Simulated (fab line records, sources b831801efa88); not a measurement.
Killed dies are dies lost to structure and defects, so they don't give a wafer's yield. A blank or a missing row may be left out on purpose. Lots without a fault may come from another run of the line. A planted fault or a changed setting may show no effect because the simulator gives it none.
Tool commonality check | flow sky130 | 10 lots, 30 wafers sampled

WHY IT WAS OPENED
At SKY_POLY_GATE_THK_MEAS_01 the reading POLY_GATE_CVD_00_THK is flagged on 2 of 10 lots. Wafers without a fault read 180.3 nm, standard deviation 1.3.
Rule: a lot is flagged when every wafer of it that has a number lies more than 4 standard deviations from that mean, or none has a number. The other lots count as sound.

lot  | measured     | on            | POLY_GATE_CVD_00_THK (nm), wafer by wafer | flag
L418 | day 14 08:53 | film_metro-03 | 180.9 180.3 181.6                         |
L419 | day 14 18:01 | film_metro-04 | 180.4 181.4 179.8                         |
L420 | day 15 13:34 | film_metro-02 | 181.2 181.4 183.1                         |
L421 | day 16 02:47 | film_metro-02 | 180.9 179.2 180.9                         |
L423 | day 16 02:49 | film_metro-04 | 179.8 179.6 178.5                         |
L429 | day 18 22:00 | film_metro-03 | 181.6 181.0 179.5                         |
L431 | day 19 05:05 | film_metro-03 | 179.7 180.7 180.0                         |
L430 | day 19 06:16 | film_metro-04 | 179.5 179.9 181.6                         |
L434 | day 20 09:08 | film_metro-04 | 152.8 153.0 153.2                         | FLAGGED
L435 | day 20 11:34 | film_metro-02 | 153.0 153.8 154.5                         | FLAGGED
The numbers of the flagged lots are 153.4 nm on average: -26.9 nm against the usual, or -21 standard deviations.

WHICH TOOL RAN EACH LOT
The record holds 2 process steps before the reading, out of a route of 708 steps. In each cell: the tool, then ch and the chambers that the sampled wafers went through, then the start.
lot  | flag    | SKY_FIELD_ISO_ETCH_17           | SKY_POLY_GATE_CVD_00
L418 |         | rie_si-02 ch 0,1,2, day 2 10:17 | lpcvd-01 ch 0, day 14 07:41
L419 |         | rie_si-01 ch 2,3, day 2 15:40   | lpcvd-01 ch 0, day 14 16:49
L420 |         | rie_si-01 ch 1,2, day 3 00:08   | lpcvd-01 ch 1, day 15 12:22
L421 |         | rie_si-02 ch 2,3, day 3 03:02   | lpcvd-01 ch 1, day 16 00:59
L423 |         | rie_si-01 ch 1,2, day 3 11:46   | lpcvd-01 ch 0, day 16 00:59
L429 |         | rie_si-02 ch 0,1,2, day 4 19:43 | lpcvd-01 ch 0, day 18 20:48
L431 |         | rie_si-01 ch 1,2,3, day 5 06:10 | lpcvd-01 ch 0, day 19 03:51
L430 |         | rie_si-02 ch 0,2, day 5 02:52   | lpcvd-01 ch 0, day 19 05:03
L434 | FLAGGED | rie_si-02 ch 0,2,3, day 5 23:16 | lpcvd-01 ch 1, day 20 07:19
L435 | FLAGGED | rie_si-01 ch 1,3, day 6 02:05   | lpcvd-01 ch 1, day 20 10:22
What these steps do:
- SKY_FIELD_ISO_ETCH_17: etches Si in HBr/Cl2/O2, target depth 342 nm, time 97.7 s.
- SKY_POLY_GATE_CVD_00: deposits poly-Si, target thk 180 nm, time 720 s.
- SKY_POLY_GATE_THK_MEAS_01

FLAGGED OVER TOTAL, TOOL BY TOOL (the gauges that took the reading come last)
step                      | tool          | lots run | flagged | share of the flagged lots | sound lots run after its first flagged lot
SKY_FIELD_ISO_ETCH_17     | rie_si-01     | 5        | 1       | some                      | 0
SKY_FIELD_ISO_ETCH_17     | rie_si-02     | 5        | 1       | some                      | 0
SKY_POLY_GATE_CVD_00      | lpcvd-01      | 10       | 2       | all                       | 0
SKY_POLY_GATE_THK_MEAS_01 | film_metro-02 | 3        | 1       | some                      | 0
SKY_POLY_GATE_THK_MEAS_01 | film_metro-03 | 3        | 0       | none                      | -
SKY_POLY_GATE_THK_MEAS_01 | film_metro-04 | 4        | 1       | some                      | 0

WHAT THE TABLE ALLOWS
1 row of the table ran every flagged lot: lpcvd-01 at SKY_POLY_GATE_CVD_00.
- lpcvd-01 at SKY_POLY_GATE_CVD_00: 2 of its 10 lots flagged. Its last sound lot is L430 (day 19 05:03), its first flagged lot L434 (day 20 07:19): a fault that began between those two fits. Its own readings lie more than 4 standard deviations out on every wafer of the flagged lots: spike_tc_centre_C, spike_tc_lower_C, spike_tc_upper_C, susceptor_temp_C.
One tool is left: lpcvd-01 at SKY_POLY_GATE_CVD_00.

WHAT THE SIMULATOR HAD PUT IN
Process parameter drift: lpcvd-01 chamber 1, from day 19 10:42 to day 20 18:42, at SKY_POLY_GATE_CVD_00. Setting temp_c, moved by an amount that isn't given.
Lots struck among those shown: L434, L435. The rule above found the same.
